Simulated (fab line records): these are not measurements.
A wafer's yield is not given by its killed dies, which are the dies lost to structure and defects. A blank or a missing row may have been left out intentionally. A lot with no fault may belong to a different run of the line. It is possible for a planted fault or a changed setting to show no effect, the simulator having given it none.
Which of the tools did it? + flow sky130 + 15 lots, 45 wafers sampled, at 4 steps of a route of 708

WHAT EACH GAUGE READ, for each wafer
SKY_LI_CONTACT_THK_MEAS_01. Usual: LI_CONTACT_HDPCVD_THK gives 967 nm (standard deviation 11).
| lot  | measured     | on            | LI_CONTACT_HDPCVD_THK (nm) | flag |
|------|--------------|---------------|----------------------------|------|
| L665 | day 28 12:48 | film metro-04 | 962 964 951                |      |
| L666 | day 28 15:38 | film metro-03 | 958 965 943                |      |
| L667 | day 28 19:54 | film metro-03 | 947 954 947                |      |
| L668 | day 28 22:54 | film metro-04 | 959 961 977                |      |
| L671 | day 30 01:39 | film metro-03 | 963 975 953                |      |
| L675 | day 31 16:38 | film metro-01 | 959 967 956                |      |
| L676 | day 32 03:55 | film metro-01 | 974 959 969                |      |
| L677 | day 32 07:22 | film metro-04 | 959 956 960                |      |
| L678 | day 32 15:11 | film metro-04 | 969 962 956                |      |
| L682 | day 33 13:24 | film metro-01 | 962 973 977                |      |
| L683 | day 34 04:18 | film metro-01 | 989 969 970                |      |
| L684 | day 34 13:04 | film metro-03 | 971 949 983                |      |
| L685 | day 34 14:20 | film metro-01 | 985 982 962                |      |
| L686 | day 34 21:08 | film metro-03 | 979 981 962                |      |
| L687 | day 35 00:04 | film metro-04 | 983 971 970                |      |

SKY_LI_CONTACT_BOW_MEAS_03. Usual: LI_CONTACT_BOW gives 56 um (standard deviation 7.2).
| lot  | measured     | on            | LI_CONTACT_BOW (um) | flag |
|------|--------------|---------------|---------------------|------|
| L665 | day 28 13:10 | film metro-03 | 63 54 55            |      |
| L666 | day 28 16:00 | film metro-04 | 49 48 52            |      |
| L667 | day 28 20:16 | film metro-03 | 58 62 53            |      |
| L668 | day 28 23:16 | film metro-04 | 52 58 58            |      |
| L671 | day 30 02:01 | film metro-03 | 52 62 56            |      |
| L675 | day 31 17:00 | film metro-03 | 54 63 56            |      |
| L676 | day 32 04:17 | film metro-04 | 60 52 61            |      |
| L677 | day 32 07:44 | film metro-04 | 56 40 57            |      |
| L678 | day 32 15:32 | film metro-04 | 58 53 53            |      |
| L682 | day 33 13:46 | film metro-01 | 67 61 56            |      |
| L683 | day 34 04:40 | film metro-04 | 53 61 75            |      |
| L684 | day 34 13:27 | film metro-01 | 51 55 46            |      |
| L685 | day 34 14:42 | film metro-03 | 49 56 58            |      |
| L686 | day 34 21:30 | film metro-04 | 55 49 59            |      |
| L687 | day 35 00:25 | film metro-04 | 51 41 44            |      |

SKY_LOCAL_INTERCONNECT_RS_MEAS_01: measurement is done with a four-point probe. Usual: LOCAL_INTERCONNECT_TIN_RS gives 14.27 ohm/sq (standard deviation 0.21).
| lot  | measured     | on            | LOCAL_INTERCONNECT_TIN_RS (ohm/sq) | flag |
|------|--------------|---------------|------------------------------------|------|
| L665 | day 29 18:43 | film metro-02 | 13.94 14.28 13.97                  |      |
| L666 | day 29 21:43 | film metro-04 | 14.28 14.12 14.27                  |      |
| L667 | day 30 01:50 | film metro-02 | 14.18 14.41 14.28                  |      |
| L668 | day 30 04:38 | film metro-02 | 14.41 14.33 14.36                  |      |
| L671 | day 31 07:07 | film metro-04 | 14.42 14.33 14.30                  |      |
| L675 | day 32 21:10 | film metro-04 | 14.39 14.30 14.40                  |      |
| L682 | day 34 18:02 | film metro-02 | 14.29 14.17 14.32                  |      |
| L683 | day 35 08:02 | film metro-01 | 14.21 14.13 14.07                  |      |
| L684 | day 35 17:51 | film metro-01 | 14.39 14.57 14.25                  |      |
| L685 | day 35 19:01 | film metro-04 | 13.90 14.14 13.86                  |      |
| L686 | day 36 01:20 | film metro-02 | 14.15 14.21 14.08                  |      |
| L687 | day 36 03:59 | film metro-01 | 14.51 14.49 14.47                  |      |

EACH LOT AND THE TOOL THAT RAN IT (in order: tool; ch and the chambers of the sampled wafers; start)
| lot  | SKY_LI_CONTACT_EXPOSE_09          |
|------|-----------------------------------|
| L665 | krf scanner-02 ch 0, day 29 03:09 |
| L666 | krf scanner-01 ch 0, day 29 06:32 |
| L667 | krf scanner-01 ch 0, day 29 10:53 |
| L668 | krf scanner-01 ch 0, day 29 13:51 |
| L671 | krf scanner-01 ch 0, day 30 16:07 |
| L675 | krf scanner-02 ch 0, day 32 07:15 |
| L676 | krf scanner-02, day 32 17:45      |
| L677 | krf scanner-02, day 32 20:59      |
| L678 | krf scanner-02, day 33 05:14      |
| L682 | krf scanner-02 ch 0, day 34 03:48 |
| L683 | krf scanner-01 ch 0, day 34 18:01 |
| L684 | krf scanner-02 ch 0, day 35 01:58 |
| L685 | krf scanner-02 ch 0, day 35 03:50 |
| L686 | krf scanner-02 ch 0, day 35 10:26 |
| L687 | krf scanner-02 ch 0, day 35 13:48 |
- SKY_LI_CONTACT_EXPOSE_09: exposes mask LICM1, target cd 170 nm.

WHAT THE TOOLS THEMSELVES READ (means of the sampled wafers that have a number; where no wafer has one, the mark that the record gives instead)
SKY_LI_CONTACT_EXPOSE_09. Usual: exposure dose mJ cm2 38.00, standard deviation 0.038; focus offset nm 0.0 nm, standard deviation 0.56.
| lot  | tool           | exposure dose mJ cm2 | focus offset nm (nm) | flag |
|------|----------------|----------------------|----------------------|------|
| L665 | krf scanner-02 | 37.94                | -0.4                 |      |
| L666 | krf scanner-01 | 37.95                | 0.3                  |      |
| L667 | krf scanner-01 | 37.99                | 0.4                  |      |
| L668 | krf scanner-01 | 38.01                | 0.0                  |      |
| L671 | krf scanner-01 | 38.06                | -0.1                 |      |
| L675 | krf scanner-02 | 37.97                | -0.8                 |      |
| L676 | krf scanner-02 | -                    | -                    | OFF  |
| L677 | krf scanner-02 | -                    | -                    | OFF  |
| L678 | krf scanner-02 | -                    | -                    | OFF  |
| L682 | krf scanner-02 | 38.06                | 0.2                  |      |
| L683 | krf scanner-01 | 37.98                | -1.3                 |      |
| L684 | krf scanner-02 | 37.98                | 0.3                  |      |
| L685 | krf scanner-02 | 38.01                | 0.2                  |      |
| L686 | krf scanner-02 | 38.02                | -0.3                 |      |
| L687 | krf scanner-02 | 37.96                | 0.0                  |      |

THE ANSWER, worked out from the rows above alone
Rule: a lot is off if the mean of its wafers that have a number lies more than 3 standard deviations from the usual mean. A lot without any number at a reading at which 4 lots or more have one is off too. Any other lot the step has rows for is counted as sound. Order of review: gauges by route order, followed by the tools' own readings, for which a lot's mean as printed above is used. At the first step where some lot is off, the reading lying furthest off is the one used; lots without a number count as furthest.
Off: L676, L677, L678 (SKY_LI_CONTACT_EXPOSE_09, exposure dose mJ cm2). Without a number there: L676, L677, L678.
If a tool, at that step or one of the process steps before it, ran each lot that is off and ran no sound lot following the first of them, it fits. None of those tried fits.

WHAT THE SIMULATOR HAD PUT IN
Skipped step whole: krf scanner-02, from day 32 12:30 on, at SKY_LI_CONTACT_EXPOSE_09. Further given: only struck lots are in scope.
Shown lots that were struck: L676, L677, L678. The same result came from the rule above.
